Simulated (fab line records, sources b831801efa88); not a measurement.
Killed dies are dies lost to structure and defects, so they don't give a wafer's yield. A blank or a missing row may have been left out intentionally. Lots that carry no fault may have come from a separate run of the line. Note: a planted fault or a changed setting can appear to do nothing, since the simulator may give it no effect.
Split-lot experiment    flow sfqLine    route with 325 steps; 5 lots, 27 wafers read

ON THE SPLIT
At SFQ_TRILAYER_A5B_DEP_PECVD_129 (deposits SiO2 from SiH4/N2O, time 133.33 s, target thk 600 nm), the setting timeS was moved away from the recipe's 133.33 s on 12 of the 27 wafers read, by -57.1% to +50.4%. This setting was run at the recipe's value on the other wafers.

The split's own step is where the reading is taken.

THE READING
SiO2_of_TRILAYER_A5B_DEP_PECVD_129.thkNm (the simulator's own value, which no gauge read), in nm, at SFQ_TRILAYER_A5B_DEP_PECVD_129 (deposits SiO2 from SiH4/N2O, time 133.33 s, target thk 600 nm). No usual value for it is given in the file. Across the 15 wafers here that went through the recipe, the average is 602.7 nm and the standard deviation 9.7 nm.

wafer   tool, chamber at the split  timeS as run, s  against the recipe  SiO2_of_TRILAYER_A5B_DEP_PECVD_129.thkNm, nm  against lot-mates on the recipe
L074.1  pecvd-04, 1                 133.33           recipe              594.1                                         -
L074.2  pecvd-04, 2                 200.5            +50.4%              903.4                                         +303.5
L074.3  pecvd-04, 0                 133.33           recipe              598.7                                         -
L074.4  pecvd-04, 2                 133.33           recipe              606.8                                         -
L074.5  pecvd-04, 1                 200.5            +50.4%              905.8                                         +305.9
L074.6  pecvd-04, 0                 200.5            +50.4%              916.8                                         +316.9
L080.1  pecvd-04, 0                 133.33           recipe              603.3                                         -
L080.2  pecvd-04, 2                 133.33           recipe              587.1                                         -
L080.5  pecvd-04, 1                 133.33           recipe              592.4                                         -
L081.1  pecvd-03, 2                 133.33           recipe              616.2                                         -
L081.2  pecvd-03, 1                 133.33           recipe              616.6                                         -
L081.3  pecvd-03, 0                 66.16            -50.4%              305.6                                         -312.3
L081.4  pecvd-03, 0                 66.16            -50.4%              308.1                                         -309.8
L081.5  pecvd-03, 2                 66.16            -50.4%              318.4                                         -299.5
L081.6  pecvd-03, 1                 133.33           recipe              621                                           -
L083.1  pecvd-03, 0                 133.33           recipe              589.1                                         -
L083.2  pecvd-03, 1                 133.33           recipe              598.5                                         -
L083.3  pecvd-03, 2                 133.33           recipe              606.5                                         -
L083.4  pecvd-03, 1                 166.6            +25.0%              761.1                                         +163.1
L083.5  pecvd-03, 2                 166.6            +25.0%              762.3                                         +164.3
L083.6  pecvd-03, 0                 166.6            +25.0%              750                                           +152.0
L084.1  pecvd-03, 0                 57.24            -57.1%              255.2                                         -348.4
L084.2  pecvd-03, 2                 133.33           recipe              607                                           -
L084.3  pecvd-03, 1                 133.33           recipe              601.5                                         -
L084.4  pecvd-03, 0                 57.24            -57.1%              254.6                                         -349.0
L084.5  pecvd-03, 1                 133.33           recipe              602.2                                         -
L084.6  pecvd-03, 2                 57.24            -57.1%              266.1                                         -337.5

FIT RESULTS
A straight line over all 27 wafers: SiO2_of_TRILAYER_A5B_DEP_PECVD_129.thkNm changes by +6 nm for each +1% of timeS; r = +1.00; the points scatter about the line by 9.2 nm.
The same after taking each lot's own level away (the mean of its wafers on the recipe; 27 wafers): +6.11 nm for each +1%; r = +1.00; scatter 6.1 nm.
According to that fit, moving timeS by its largest amount changes the reading by 3.5e+02 nm.
From 594.27 to 617.93 nm: that is the span of the lots' own levels, equal to 2.4 times the standard deviation above.
Hence the lot-to-lot level has little effect on the slope; both slopes agree.
Check: with one of the wafers moved furthest among these (-57.1%) left out of the fit, the line predicts -347 nm for it against its lot-mates. Against them it came out at -348 nm.

FILE'S OWN FIT
SiO2_of_TRILAYER_A5B_DEP_PECVD_129.thkNm changes by +6.11 nm for each +1% of timeS, r = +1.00.
